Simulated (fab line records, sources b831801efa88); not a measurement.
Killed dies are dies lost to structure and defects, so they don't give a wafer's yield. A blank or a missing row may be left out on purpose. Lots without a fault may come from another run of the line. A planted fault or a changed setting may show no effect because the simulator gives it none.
Chamber matching | flow gf180mcu | GF_STI_CMP_25 on cmp-01: 4 sister chambers
The step polishes, stops on Si3N4, t overpolish 33 s, target thk 524.6 nm. 14 wafers are shown with their chamber, then 6 later ones without.

WAFERS WITH THEIR CHAMBER
wafer  | chamber | time_to_endpoint_s (s) | motor_current_A (A) | head_pressure_psi (psi)
L654.1 | 2       | 115                    | 15.1                | 4.007
L654.3 | 1       | 137                    | 12.5                | 3.995
L654.4 | 3       | 132                    | 13.3                | 4.001
L655.4 | 0       | 118                    | 15.5                | 4.015
L655.5 | 0       | 122                    | 17.2                | 4.009
L655.6 | 1       | 135                    | 12.4                | 4.006
L663.1 | 3       | 130                    | 12.8                | 3.995
L663.5 | 2       | 113                    | 14.6                | 4.007
L667.1 | 0       | 118                    | 16.7                | 4.002
L667.2 | 2       | 116                    | 15.2                | 3.995
L667.4 | 3       | 134                    | 12.9                | 4.005
L669.1 | 3       | 128                    | 12.5                | 4.005
L669.4 | 0       | 115                    | 15.9                | 3.994
L669.5 | 3       | 133                    | 13.0                | 4.005

SIGNATURES (means of the wafers above)
reading            | chamber 0 | chamber 1 | chamber 2 | chamber 3 | scatter within a chamber
time_to_endpoint_s | 118.25    | 136.00    | 114.67    | 131.40    | 2.34
motor_current_A    | 16.325    | 12.450    | 14.967    | 12.900    | 0.482
head_pressure_psi  | 4.00500   | 4.00050   | 4.00300   | 4.00220   | 0.00692
Rule: a wafer's distance from a chamber is the root of the sum, over the readings, of the square of ((its reading less the chamber's mean) divided by the reading's scatter). The wafer belongs to the nearest chamber; if the next one is less than 2 further off, it can't be placed. The scatter: the root of (the sum of the squares of (reading less its chamber's mean) over the shown wafers, divided by (wafers less chambers)).

WAFERS WITHOUT THEIR CHAMBER
wafer  | time_to_endpoint_s (s) | motor_current_A (A) | head_pressure_psi (psi)
L670.1 | 131                    | 13.3                | 4.012
L670.2 | 131                    | 12.3                | 4.018
L670.4 | 118                    | 15.3                | 3.983
L674.1 | 120                    | 15.1                | 4.007
L674.4 | 130                    | 13.0                | 4.001
L674.5 | 120                    | 14.9                | 3.992

WHICH CHAMBER EACH WENT THROUGH
wafer  | from the rows above     | in truth
L670.1 | can't be placed: 3 or 1 | 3
L670.2 | can't be placed: 3 or 1 | 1
L670.4 | can't be placed: 2 or 0 | 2
L674.1 | can't be placed: 2 or 0 | 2
L674.4 | 3                       | 3
L674.5 | can't be placed: 2 or 0 | 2
Placed correctly: 1 of 6. Can't be placed from these rows: 5 (the true chamber is among the candidates in 5). Placed wrongly: 0.
